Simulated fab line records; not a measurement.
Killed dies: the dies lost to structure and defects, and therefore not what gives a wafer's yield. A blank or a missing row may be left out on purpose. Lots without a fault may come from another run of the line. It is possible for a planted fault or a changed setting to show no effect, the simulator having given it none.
fab line records	flow sky130
record: lots: 14	wafers: 42	lastDay: 50
route steps=708 shown FIELD_ISO@14 VT_ADJUST_NCORE@126 VT_ADJUST_HVTR@140 VT_ADJUST_PCH@150 PAD_OPEN@708
lots that met no fault: from a run of the same line without faults
startH: hours from the record's first day to the start of the lot's first wafer shown	waitH: time in hours since the lot's previous step	" identical to the entry in the row above	L1.1+2: a single row standing in for several wafers	- either no value or no given start	* or withheld: withheld	< > ~ a bound
route shown NAME@n: names a module that has steps shown in the file, with the first one's number in the route	usual: mean/standard deviation of fault-free wafers	same: alike in all rows	chamber/n: place in a boat	sites: each site's reading	_std_site: standard deviation across them	_edge_site: mean of outer sites minus mean of inner sites	radiusMm: for every site, how far away it sits from the centre of the wafer	mask NAME#n: copy n	behind: tool/chamber where the wafer was last shaped	hold: cause of the lot's hold/its duration in hours/its outcome	device: which transistor (n, p or np) failed to switch	end of line: the route-end tests of the same wafers	for a step that has no rows: nothing shown but its recipe	killed: the dies lost at the first sort to structure and to defects; this is not the yield of the wafer	map: shows each die of a wafer: x if killed, . if not, _ if none is there
set.NAME: the run value of the setting; set.NAME@STEP: its run value at that earlier step	model.NAME: the simulator's own value behind a step, which no gauge read
steps of the route over a sample of lots; a table a step, a row a wafer
services: a tool's chamber out of use, with start hour (startH, from the record's first day; less than 0 if before it), hours out, and reason
== steps ==
step: SKY_FIELD_ISO_CD_MEAS_13
recipe: targetCdNm: 150
usual: cdNm: 150.0/1.4
lot.wafer	tool	chamber	startH	waitH	cdNm
L243.2	cdSem-01	-	28.43	-	151.9
L243.5	"	-	"	"	151.5
L243.6	"	-	"	"	150.2
L245.2	cdSem-01	-	40.16	-	147.8
L245.3	"	-	"	"	146.9
L245.5	"	-	"	"	149.6
L246.2	cdSem-01	-	45.98	-	149.8
L246.3	"	-	"	"	150.3
L246.4	"	-	"	"	148.9
L248.1	cdSem-02	-	55.74	-	149.2
L248.3	"	-	"	"	149.7
L248.6	"	-	"	"	149.4
L253.4	cdSem-01	-	80.65	-	150.9
L253.5	"	-	"	"	149.8
L253.6	"	-	"	"	149.7
L254.1	cdSem-01	-	86.41	-	152.3
L254.3	"	-	"	"	151.9
L254.4	"	-	"	"	151.7
L255.3	cdSem-01	-	94.65	-	148.9
L255.5	"	-	"	"	148.5
L255.6	"	-	"	"	147.4
L258.2	cdSem-01	-	106.06	-	151.6
L258.3	"	-	"	"	150.9
L258.4	"	-	"	"	151.1
L260.2	cdSem-02	-	115.53	-	152.1
L260.3	"	-	"	"	151.9
L260.5	"	-	"	"	151.7
L261.1	cdSem-01	-	120.76	-	149.1
L261.3	"	-	"	"	150.3
L261.5	"	-	"	"	149.8
L262.3	cdSem-01	-	129.18	-	149.3
L262.4	"	-	"	"	151.0
L262.6	"	-	"	"	148.9
L263.1	cdSem-02	-	134.76	-	151.5
L263.5	"	-	"	"	151.2
L263.6	"	-	"	"	152.6
L264.1	cdSem-01	-	139.91	-	150.0
L264.4	"	-	"	"	150.9
L264.5	"	-	"	"	150.2
L266.3	cdSem-01	-	147.90	-	149.3
L266.5	"	-	"	"	148.1
L266.6	"	-	"	"	147.9
step: SKY_VT_ADJUST_NCORE_CD_MEAS_07
recipe: targetCdNm: 380
usual: cdNm: 380/3
lot.wafer	tool	chamber	startH	waitH	cdNm
L243.2	cdSem-01	-	182.13	0.1	381
L243.5	"	-	"	"	382
L243.6	"	-	"	"	381
L245.2	cdSem-02	-	196.58	0.1	382
L245.3	"	-	"	"	383
L245.5	"	-	"	"	384
L246.2	cdSem-02	-	205.83	0.1	373
L246.3	"	-	"	"	373
L246.4	"	-	"	"	374
L248.1	cdSem-01	-	216.56	0.1	382
L248.3	"	-	"	"	380
L248.6	"	-	"	"	379
L253.4	cdSem-01	-	249.22	0.1	379
L253.5	"	-	"	"	382
L253.6	"	-	"	"	382
L254.1	cdSem-02	-	260.47	0.1	382
L254.3	"	-	"	"	380
L254.4	"	-	"	"	381
L255.3	cdSem-02	-	271.85	0.1	387
L255.5	"	-	"	"	385
L255.6	"	-	"	"	385
L258.2	cdSem-01	-	293.83	0.1	376
L258.3	"	-	"	"	376
L258.4	"	-	"	"	374
L260.2	cdSem-02	-	302.83	0.1	379
L260.3	"	-	"	"	380
L260.5	"	-	"	"	383
L261.1	cdSem-01	-	310.12	0.1	378
L261.3	"	-	"	"	382
L261.5	"	-	"	"	379
L262.3	cdSem-01	-	321.26	0.1	384
L262.4	"	-	"	"	385
L262.6	"	-	"	"	385
L263.1	cdSem-01	-	327.22	0.1	382
L263.5	"	-	"	"	382
L263.6	"	-	"	"	383
L264.1	cdSem-02	-	334.06	0.1	385
L264.4	"	-	"	"	382
L264.5	"	-	"	"	383
L266.3	cdSem-02	-	346.00	0.1	380
L266.5	"	-	"	"	382
L266.6	"	-	"	"	382
step: SKY_VT_ADJUST_HVTR_IMPLANT_09
recipe: species: B	energyKev: 10	doseCm2: 2.1e+12	tiltDeg: withheld
usual: beamEnergyKeV: 9.999/0.003	doseIonsCm2: 2.1002e+12/2.6e+09
lot.wafer	tool	chamber	startH	waitH	beamEnergyKeV	doseIonsCm2
L243.2	implanter-02	0	204.14	0.0	10.003	2.1011e+12
L243.5	"	0	"	"	10.000	2.0995e+12
L243.6	"	0	"	"	9.998	2.1011e+12
L245.2	implanter-03	0	219.00	0.0	9.997	2.1019e+12
L245.3	"	0	"	"	9.999	2.0979e+12
L245.5	"	0	"	"	10.000	2.1004e+12
L246.2	implanter-03	0	228.70	0.0	9.998	2.0994e+12
L246.3	"	0	"	"	9.995	2.1023e+12
L246.4	"	0	"	"	9.994	2.1e+12
L248.1	implanter-04	0	239.51	0.0	10.004	2.1015e+12
L248.3	"	0	"	"	10.000	2.1028e+12
L248.6	"	0	"	"	10.005	2.1014e+12
L253.4	implanter-03	0	274.39	0.1	10.174	2.0999e+12
L253.5	"	0	"	"	10.173	2.0972e+12
L253.6	"	0	"	"	10.169	2.0998e+12
L254.1	implanter-03	0	285.38	0.0	10.172	2.0941e+12
L254.3	"	0	"	"	10.171	2.0994e+12
L254.4	"	0	"	"	10.168	2.0963e+12
L255.3	implanter-03	0	297.46	0.1	10.182	2.1015e+12
L255.5	"	0	"	"	10.176	2.0983e+12
L255.6	"	0	"	"	10.180	2.1051e+12
L258.2	implanter-02	0	319.97	0.0	9.996	2.1013e+12
L258.3	"	0	"	"	10.001	2.1027e+12
L258.4	"	0	"	"	9.996	2.1044e+12
L260.2	implanter-02	0	329.62	0.0	9.996	2.0986e+12
L260.3	"	0	"	"	9.997	2.096e+12
L260.5	"	0	"	"	9.998	2.0977e+12
L261.1	implanter-02	0	336.70	0.0	9.999	2.1009e+12
L261.3	"	0	"	"	9.994	2.1015e+12
L261.5	"	0	"	"	10.002	2.1003e+12
L262.3	implanter-02	0	348.96	0.1	10.003	2.1012e+12
L262.4	"	0	"	"	9.997	2.0959e+12
L262.6	"	0	"	"	9.998	2.0993e+12
L263.1	implanter-04	0	354.68	0.0	9.999	2.101e+12
L263.5	"	0	"	"	9.998	2.1021e+12
L263.6	"	0	"	"	10.000	2.1031e+12
L264.1	implanter-04	0	362.23	0.0	9.997	2.0991e+12
L264.4	"	0	"	"	9.995	2.0984e+12
L264.5	"	0	"	"	10.002	2.1024e+12
L266.3	implanter-03	0	374.38	0.1	9.998	2.1077e+12
L266.5	"	0	"	"	9.998	2.1029e+12
L266.6	"	0	"	"	9.997	2.1037e+12
step: SKY_VT_ADJUST_PCH_OVL_MEAS_07
usual: VT_ADJUST_PCH_OVL: -1.3/1.2
lot.wafer	tool	chamber	startH	waitH	VT_ADJUST_PCH_OVL[nm]
L243.2	overlay-01	-	226.95	-	-3.9
L243.5	"	-	"	"	-1.0
L243.6	"	-	"	"	-0.6
L245.2	overlay-02	-	242.07	-	0.4
L245.3	"	-	"	"	0.2
L245.5	"	-	"	"	-0.7
L246.2	overlay-02	-	252.66	-	-0.4
L246.3	"	-	"	"	-0.3
L246.4	"	-	"	"	-1.7
L248.1	overlay-02	-	263.61	-	-2.6
L248.3	"	-	"	"	-0.1
L248.6	"	-	"	"	-3.1
L253.4	overlay-02	-	300.63	-	1.0
L253.5	"	-	"	"	-3.0
L253.6	"	-	"	"	-0.7
L254.1	overlay-01	-	311.54	-	-1.7
L254.3	"	-	"	"	-0.7
L254.4	"	-	"	"	-0.4
L255.3	overlay-02	-	323.42	-	-1.7
L255.5	"	-	"	"	1.1
L255.6	"	-	"	"	-1.5
L258.2	overlay-02	-	346.96	-	-1.3
L258.3	"	-	"	"	-2.7
L258.4	"	-	"	"	-1.3
L260.2	overlay-02	-	355.95	-	-0.4
L260.3	"	-	"	"	-1.0
L260.5	"	-	"	"	0.5
L261.1	overlay-01	-	364.29	-	-1.9
L261.3	"	-	"	"	1.0
L261.5	"	-	"	"	-1.6
L262.3	overlay-01	-	377.22	-	-0.6
L262.4	"	-	"	"	-0.6
L262.6	"	-	"	"	-1.4
L263.1	overlay-02	-	382.65	-	-1.1
L263.5	"	-	"	"	-1.9
L263.6	"	-	"	"	-2.9
L264.1	overlay-01	-	391.20	-	-4.4
L264.4	"	-	"	"	-1.9
L264.5	"	-	"	"	-3.0
L266.3	overlay-01	-	403.55	-	0.8
L266.5	"	-	"	"	0.6
L266.6	"	-	"	"	1.2
step: SKY_PAD_OPEN_PROBE_99
usual: killed_at_M0_to_M3: 43/7.6	killed_at_M4_up: 2.9/1.7	killedAtContacts: 24/5.5	killedAtFrontEnd: 15/4.2	killedAtOther: 0.3/0.52	killedDies: 86/9.4	killedOpen: 47/7	killedShort: 39/6.4
same: grossDies: 492	killedAtBackSide: 0
lot.wafer	tool	chamber	startH	waitH	killed_at_M0_to_M3	killed_at_M4_up	killedAtContacts	killedAtFrontEnd	killedAtOther	killedDies	killedOpen	killedShort
L243.2	prober-01	-	1076.32	0.1	60	2	33	8	0	103	65	37
L243.5	prober-01	-	1076.47	0.2	38	3	28	22	0	91	50	41
L243.6	prober-01	-	1076.52	0.2	52	3	20	9	2	86	48	37
L245.2	prober-01	-	1091.28	0.1	45	1	26	9	0	81	52	29
L245.3	prober-01	-	1091.33	0.2	46	5	26	14	1	92	55	37
L245.5	prober-01	-	1091.43	0.2	48	2	26	18	1	95	41	54
L246.2	prober-02	-	1098.00	0.1	37	2	24	15	0	78	44	34
L246.3	prober-02	-	1098.05	0.2	55	5	13	14	0	87	44	42
L246.4	prober-02	-	1098.10	0.2	37	1	43	16	0	97	57	40
L248.1	prober-01	-	1108.65	0.1	54	2	22	16	0	94	51	43
L248.3	prober-01	-	1108.75	0.2	43	3	23	21	0	90	56	34
L248.6	prober-01	-	1108.90	0.2	43	6	24	20	0	93	45	48
L253.4	prober-02	-	1137.35	0.2	48	3	28	17	0	96	53	42
L253.5	prober-02	-	1137.40	0.2	42	5	20	18	0	85	43	41
L253.6	prober-02	-	1137.45	0.2	55	3	28	11	1	98	52	42
L254.1	prober-01	-	1143.60	0.1	41	4	27	11	0	83	50	33
L254.3	prober-01	-	1143.70	0.2	44	1	30	14	0	89	45	44
L254.4	prober-01	-	1143.75	0.2	32	2	28	19	0	81	55	26
L255.3	prober-02	-	1152.03	0.2	46	4	25	23	0	98	53	45
L255.5	prober-02	-	1152.13	0.2	39	0	22	7	0	68	27	40
L255.6	prober-02	-	1152.18	0.2	37	2	30	17	0	86	54	32
L258.2	prober-01	-	1169.46	0.1	57	8	28	18	0	111	54	57
L258.3	prober-01	-	1169.51	0.2	39	5	27	13	2	86	49	37
L258.4	prober-01	-	1169.56	0.2	46	1	29	15	0	91	48	43
L260.2	prober-01	-	1176.93	0.1	35	2	21	8	0	66	45	21
L260.3	prober-01	-	1176.98	0.2	41	1	26	12	0	80	46	34
L260.5	prober-01	-	1177.08	0.2	43	2	17	19	0	81	48	33
L261.1	prober-02	-	1179.78	0.1	58	3	16	19	0	96	62	34
L261.3	prober-02	-	1179.88	0.2	40	1	30	15	1	87	49	38
L261.5	prober-02	-	1179.98	0.2	51	4	26	14	1	96	48	47
L262.3	prober-01	-	1185.45	0.2	45	1	31	22	1	100	59	41
L262.4	prober-01	-	1185.50	0.2	37	3	33	7	0	80	44	36
L262.6	prober-01	-	1185.60	0.2	42	4	26	19	0	91	49	40
L263.1	prober-02	-	1190.13	0.1	53	3	21	21	0	98	51	47
L263.5	prober-02	-	1190.33	0.2	39	5	16	13	1	74	44	30
L263.6	prober-02	-	1190.38	0.2	48	2	22	22	0	94	56	38
L264.1	prober-01	-	1192.10	0.1	42	6	26	15	0	89	50	39
L264.4	prober-01	-	1192.25	0.2	35	1	28	20	0	84	45	39
L264.5	prober-01	-	1192.30	0.2	44	3	25	24	0	96	50	46
L266.3	prober-01	-	1198.93	0.2	43	3	26	17	0	89	51	37
L266.5	prober-01	-	1199.03	0.2	41	5	18	16	0	80	44	35
L266.6	prober-01	-	1199.08	0.2	47	1	26	13	0	87	40	47
killed by level:class
L243.2 CONTACT:geometricParticle:open=14 VIA1:geometricParticle:open=14 LI_CONTACT:geometricParticle:open=11 VIA2:geometricParticle:open=10 VIA1:geometricParticle:short=10 METAL1:geometricParticle:short=9 VIA3:geometricParticle:open=7 POLY_GATE:geometricParticle:open=4
L243.5 LI_CONTACT:geometricParticle:open=11 CONTACT:geometricParticle:open=11 POLY_GATE:geometricParticle:short=10 VIA2:geometricParticle:open=9 POLY_GATE:geometricParticle:open=6 VIA3:geometricParticle:open=6 FIELD_ISO:geometricParticle:short=5 METAL1:geometricParticle:short=5
L243.6 VIA1:geometricParticle:open=11 CONTACT:geometricParticle:open=10 VIA3:geometricParticle:open=9 METAL2:geometricParticle:short=8 VIA2:geometricParticle:open=6 FIELD_ISO:geometricParticle:short=5 CONTACT:geometricParticle:short=4 METAL1:geometricParticle:short=4
L245.2 VIA1:geometricParticle:open=13 CONTACT:geometricParticle:open=10 LI_CONTACT:geometricParticle:open=9 VIA2:geometricParticle:open=9 METAL1:geometricParticle:short=6 VIA1:geometricParticle:short=6 LOCAL_INTERCONNECT:geometricParticle:short=4 FIELD_ISO:geometricParticle:open=3
L245.3 CONTACT:geometricParticle:open=10 LI_CONTACT:geometricParticle:open=10 VIA1:geometricParticle:open=10 VIA2:geometricParticle:open=9 FIELD_ISO:geometricParticle:short=5 METAL2:geometricParticle:short=5 VIA2:geometricParticle:short=4 METAL1:geometricParticle:short=4
L245.5 CONTACT:geometricParticle:open=11 VIA1:geometricParticle:short=10 VIA1:geometricParticle:open=9 METAL1:geometricParticle:short=7 LI_CONTACT:geometricParticle:open=6 CONTACT:geometricParticle:short=5 FIELD_ISO:geometricParticle:short=4 POLY_GATE:geometricParticle:short=4
L246.2 CONTACT:geometricParticle:open=10 VIA1:geometricParticle:open=9 LI_CONTACT:geometricParticle:open=6 POLY_GATE:geometricParticle:open=5 LOCAL_INTERCONNECT:geometricParticle:short=5 METAL1:geometricParticle:short=5 METAL2:geometricParticle:short=5 FIELD_ISO:geometricParticle:open=3
L246.3 VIA1:geometricParticle:open=15 VIA3:geometricParticle:open=9 VIA1:geometricParticle:short=7 POLY_GATE:geometricParticle:short=5 CONTACT:geometricParticle:open=5 METAL2:geometricParticle:short=5 VIA2:geometricParticle:open=5 FIELD_ISO:geometricParticle:open=4
L246.4 CONTACT:geometricParticle:open=18 LOCAL_INTERCONNECT:geometricParticle:short=12 VIA1:geometricParticle:open=10 POLY_GATE:geometricParticle:open=6 LI_CONTACT:geometricParticle:open=6 VIA3:geometricParticle:open=5 VIA2:geometricParticle:open=5 METAL3:geometricParticle:short=4
L248.1 VIA1:geometricParticle:open=13 VIA2:geometricParticle:open=7 LI_CONTACT:geometricParticle:open=6 CONTACT:geometricParticle:open=6 METAL1:geometricParticle:short=6 VIA1:geometricParticle:short=5 VIA3:geometricParticle:open=5 POLY_GATE:geometricParticle:open=4
L248.3 VIA2:geometricParticle:open=10 CONTACT:geometricParticle:open=8 VIA1:geometricParticle:open=8 POLY_GATE:geometricParticle:open=7 LI_CONTACT:geometricParticle:open=7 FIELD_ISO:geometricParticle:short=6 VIA3:geometricParticle:open=6 FIELD_ISO:geometricParticle:open=4
L248.6 CONTACT:geometricParticle:short=8 CONTACT:geometricParticle:open=8 VIA3:geometricParticle:open=8 POLY_GATE:geometricParticle:open=7 METAL3:geometricParticle:short=6 FIELD_ISO:geometricParticle:short=5 VIA2:geometricParticle:open=5 VIA1:geometricParticle:open=5
L253.4 VIA1:geometricParticle:open=13 CONTACT:geometricParticle:open=9 METAL1:geometricParticle:short=8 LOCAL_INTERCONNECT:geometricParticle:short=7 VIA2:geometricParticle:open=7 FIELD_ISO:geometricParticle:open=5 METAL2:geometricParticle:short=5 FIELD_ISO:geometricParticle:short=4
L253.5 VIA1:geometricParticle:open=10 METAL2:geometricParticle:short=10 CONTACT:geometricParticle:open=8 LI_CONTACT:geometricParticle:open=7 FIELD_ISO:geometricParticle:short=5 VIA1:geometricParticle:short=5 METAL4:geometricParticle:short=4 VIA2:geometricParticle:open=4
L253.6 VIA1:geometricParticle:open=16 CONTACT:geometricParticle:open=10 VIA1:geometricParticle:short=9 LI_CONTACT:geometricParticle:open=8 VIA3:geometricParticle:open=8 METAL2:geometricParticle:short=6 FIELD_ISO:geometricParticle:open=4 FIELD_ISO:geometricParticle:short=4
L254.1 CONTACT:geometricParticle:open=10 VIA1:geometricParticle:open=10 LI_CONTACT:geometricParticle:open=9 VIA2:geometricParticle:open=7 VIA1:geometricParticle:short=5 CONTACT:geometricParticle:short=5 VIA3:geometricParticle:short=5 POLY_CUT:geometricParticle:open=4
L254.3 LI_CONTACT:geometricParticle:open=12 METAL2:geometricParticle:short=11 CONTACT:geometricParticle:short=7 CONTACT:geometricParticle:open=7 VIA1:geometricParticle:open=7 METAL1:geometricParticle:short=6 POLY_GATE:geometricParticle:open=5 VIA3:geometricParticle:open=4
L254.4 CONTACT:geometricParticle:open=16 VIA3:geometricParticle:open=11 VIA1:geometricParticle:open=6 LI_CONTACT:geometricParticle:open=6 POLY_GATE:geometricParticle:open=5 FIELD_ISO:geometricParticle:open=4 POLY_GATE:geometricParticle:short=4 CONTACT:geometricParticle:short=4
L255.3 VIA1:geometricParticle:open=12 CONTACT:geometricParticle:open=9 VIA2:geometricParticle:open=8 FIELD_ISO:geometricParticle:short=7 POLY_GATE:geometricParticle:short=7 LOCAL_INTERCONNECT:geometricParticle:short=7 FIELD_ISO:geometricParticle:open=6 LI_CONTACT:geometricParticle:open=6
L255.5 VIA3:geometricParticle:short=8 VIA1:geometricParticle:open=8 LI_CONTACT:geometricParticle:open=6 CONTACT:geometricParticle:short=5 CONTACT:geometricParticle:open=5 LOCAL_INTERCONNECT:geometricParticle:short=4 METAL2:geometricParticle:short=4 VIA2:geometricParticle:open=4
L255.6 CONTACT:geometricParticle:open=13 LI_CONTACT:geometricParticle:open=8 FIELD_ISO:geometricParticle:open=7 VIA1:geometricParticle:open=7 VIA3:geometricParticle:open=7 VIA2:geometricParticle:open=6 CONTACT:geometricParticle:short=6 METAL2:geometricParticle:short=5
L258.2 METAL1:geometricParticle:short=11 CONTACT:geometricParticle:open=10 VIA1:geometricParticle:open=8 VIA3:geometricParticle:open=7 CONTACT:geometricParticle:short=6 METAL2:geometricParticle:short=6 METAL3:geometricParticle:short=6 METAL4:geometricParticle:short=5
L258.3 CONTACT:geometricParticle:open=11 VIA1:geometricParticle:open=9 LI_CONTACT:geometricParticle:open=7 METAL1:geometricParticle:short=7 VIA3:geometricParticle:open=6 CONTACT:geometricParticle:short=5 VIA2:geometricParticle:open=5 METAL4:geometricParticle:short=5
L258.4 VIA1:geometricParticle:open=12 CONTACT:geometricParticle:open=12 METAL1:geometricParticle:short=9 VIA3:geometricParticle:open=9 LOCAL_INTERCONNECT:geometricParticle:short=6 LI_CONTACT:geometricParticle:open=5 POLY_GATE:geometricParticle:short=4 METAL2:geometricParticle:short=4
L260.2 VIA1:geometricParticle:open=9 CONTACT:geometricParticle:open=8 LI_CONTACT:geometricParticle:open=7 VIA2:geometricParticle:open=7 VIA1:geometricParticle:short=5 LOCAL_INTERCONNECT:geometricParticle:short=4 VIA3:geometricParticle:open=4 FIELD_ISO:geometricParticle:short=2
L260.3 VIA1:geometricParticle:open=9 CONTACT:geometricParticle:open=8 LOCAL_INTERCONNECT:geometricParticle:short=6 POLY_GATE:geometricParticle:open=5 LI_CONTACT:geometricParticle:open=5 CONTACT:geometricParticle:short=5 VIA2:geometricParticle:open=5 VIA1:geometricParticle:short=5
L260.5 VIA1:geometricParticle:open=11 FIELD_ISO:geometricParticle:short=8 VIA3:geometricParticle:open=8 CONTACT:geometricParticle:open=7 VIA1:geometricParticle:short=7 VIA2:geometricParticle:open=6 LI_CONTACT:geometricParticle:open=4 METAL1:geometricParticle:short=4
L261.1 VIA1:geometricParticle:open=16 VIA2:geometricParticle:open=11 FIELD_ISO:geometricParticle:short=9 CONTACT:geometricParticle:open=9 VIA3:geometricParticle:open=6 FIELD_ISO:geometricParticle:open=5 METAL2:geometricParticle:open=5 METAL2:geometricParticle:short=5
L261.3 CONTACT:geometricParticle:open=12 LI_CONTACT:geometricParticle:open=9 VIA3:geometricParticle:open=7 FIELD_ISO:geometricParticle:open=6 VIA1:geometricParticle:short=6 FIELD_ISO:geometricParticle:short=5 METAL2:geometricParticle:short=5 VIA1:geometricParticle:open=5
L261.5 VIA1:geometricParticle:open=18 CONTACT:geometricParticle:open=11 VIA1:geometricParticle:short=10 CONTACT:geometricParticle:short=7 FIELD_ISO:geometricParticle:short=6 VIA2:geometricParticle:open=6 METAL1:geometricParticle:short=5 FIELD_ISO:geometricParticle:open=4
L262.3 CONTACT:geometricParticle:open=14 VIA1:geometricParticle:open=13 LI_CONTACT:geometricParticle:open=8 POLY_GATE:geometricParticle:open=7 VIA1:geometricParticle:short=7 METAL3:geometricParticle:short=5 METAL1:geometricParticle:short=5 VIA2:geometricParticle:open=5
L262.4 VIA1:geometricParticle:open=9 CONTACT:geometricParticle:open=7 VIA2:geometricParticle:open=7 LI_CONTACT:geometricParticle:open=7 CONTACT:geometricParticle:short=7 LOCAL_INTERCONNECT:geometricParticle:short=5 VIA1:geometricParticle:short=5 LI_CONTACT:geometricParticle:short=4
L262.6 VIA1:geometricParticle:open=17 CONTACT:geometricParticle:open=9 METAL2:geometricParticle:short=7 LI_CONTACT:geometricParticle:open=5 LOCAL_INTERCONNECT:geometricParticle:short=5 VIA1:geometricParticle:short=5 POLY_GATE:geometricParticle:open=4 POLY_GATE:geometricParticle:short=4
L263.1 VIA1:geometricParticle:open=13 METAL2:geometricParticle:short=10 VIA2:geometricParticle:open=9 CONTACT:geometricParticle:open=6 LI_CONTACT:geometricParticle:open=5 VIA1:geometricParticle:short=5 POLY_GATE:geometricParticle:short=4 LOCAL_INTERCONNECT:geometricParticle:short=4
L263.5 VIA1:geometricParticle:open=8 METAL2:geometricParticle:short=7 VIA3:geometricParticle:open=6 VIA2:geometricParticle:open=6 CONTACT:geometricParticle:open=5 POLY_GATE:geometricParticle:open=4 CONTACT:geometricParticle:short=4 FIELD_ISO:geometricParticle:open=3
L263.6 VIA3:geometricParticle:open=14 CONTACT:geometricParticle:open=8 VIA1:geometricParticle:open=8 LI_CONTACT:geometricParticle:open=7 POLY_GATE:geometricParticle:open=6 VIA1:geometricParticle:short=6 FIELD_ISO:geometricParticle:open=5 FIELD_ISO:geometricParticle:short=4
L264.1 CONTACT:geometricParticle:open=11 LI_CONTACT:geometricParticle:open=7 METAL1:geometricParticle:short=7 VIA2:geometricParticle:open=7 VIA1:geometricParticle:open=6 FIELD_ISO:geometricParticle:open=5 METAL3:geometricParticle:short=5 POLY_GATE:geometricParticle:short=4
L264.4 FIELD_ISO:geometricParticle:open=8 CONTACT:geometricParticle:open=8 VIA2:geometricParticle:open=8 LI_CONTACT:geometricParticle:short=7 VIA3:geometricParticle:open=7 METAL2:geometricParticle:short=6 FIELD_ISO:geometricParticle:short=5 LOCAL_INTERCONNECT:geometricParticle:short=5
L264.5 CONTACT:geometricParticle:open=12 VIA1:geometricParticle:open=11 POLY_GATE:geometricParticle:short=7 METAL1:geometricParticle:short=7 VIA3:geometricParticle:open=7 FIELD_ISO:geometricParticle:open=6 METAL2:geometricParticle:short=6 POLY_GATE:geometricParticle:open=5
L266.3 VIA1:geometricParticle:open=11 CONTACT:geometricParticle:open=9 VIA3:geometricParticle:open=8 METAL1:geometricParticle:short=6 POLY_GATE:geometricParticle:short=5 LI_CONTACT:geometricParticle:open=5 CONTACT:geometricParticle:short=5 VIA2:geometricParticle:open=4
L266.5 VIA1:geometricParticle:open=9 CONTACT:geometricParticle:open=8 METAL1:geometricParticle:short=6 VIA2:geometricParticle:open=6 POLY_GATE:geometricParticle:short=5 LI_CONTACT:geometricParticle:open=5 VIA2:geometricParticle:short=5 METAL2:geometricParticle:short=4
L266.6 VIA1:geometricParticle:open=12 CONTACT:geometricParticle:open=9 FIELD_ISO:geometricParticle:short=7 LOCAL_INTERCONNECT:geometricParticle:short=7 VIA1:geometricParticle:short=7 METAL2:geometricParticle:short=7 VIA3:geometricParticle:open=7 LI_CONTACT:geometricParticle:open=4
== services ==
tool	chamber	startH	hours	kind
implanter-03	-	232.77	2.1	repair
implanter-02	-	252.25	2.7	repair
implanter-04	-	306.91	4.4	pm
implanter-03	-	316.27	5.9	repair
implanter-03	-	317.81	1.9	repair
implanter-02	-	325.12	0.6	repair
implanter-04	-	335.67	3.4	repair
implanter-03	-	338.10	2.6	repair
implanter-03	-	340.23	2.8	repair
implanter-03	-	346.04	9.6	pm
implanter-04	-	364.07	1.7	repair
== key ==
firstSign: step: SKY_VT_ADJUST_HVTR_IMPLANT_09	reading: beamEnergyKeV	direction: up	sigmas: 58	usual: *	struck: *
effect none on later readings
metAt SKY_VT_ADJUST_HVTR_IMPLANT_09
struckLots L253,L254,L255
testerLeftOut L253,L254,L255
notActingAt SKY_FIELD_ISO_CD_MEAS_13,SKY_VT_ADJUST_NCORE_CD_MEAS_07,SKY_VT_ADJUST_PCH_OVL_MEAS_07
onsetBetween 228.70 274.39
fault: kind: processParameterDrift	tool: implanter-03	chamber: -	onsetH: 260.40	steps: SKY_VT_ADJUST_HVTR_IMPLANT_09	channel: energyKev	offset: *	shape: step	endH: 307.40	actsIn: *	stated: *
testerLeftOut: of these lots the tester's yield and bins aren't shown, on N5 and GAA mostly nor the transistor test; their killed dies are dies lost to structure and defects alone, not to doping, threshold or leakage, so they don't give the yield
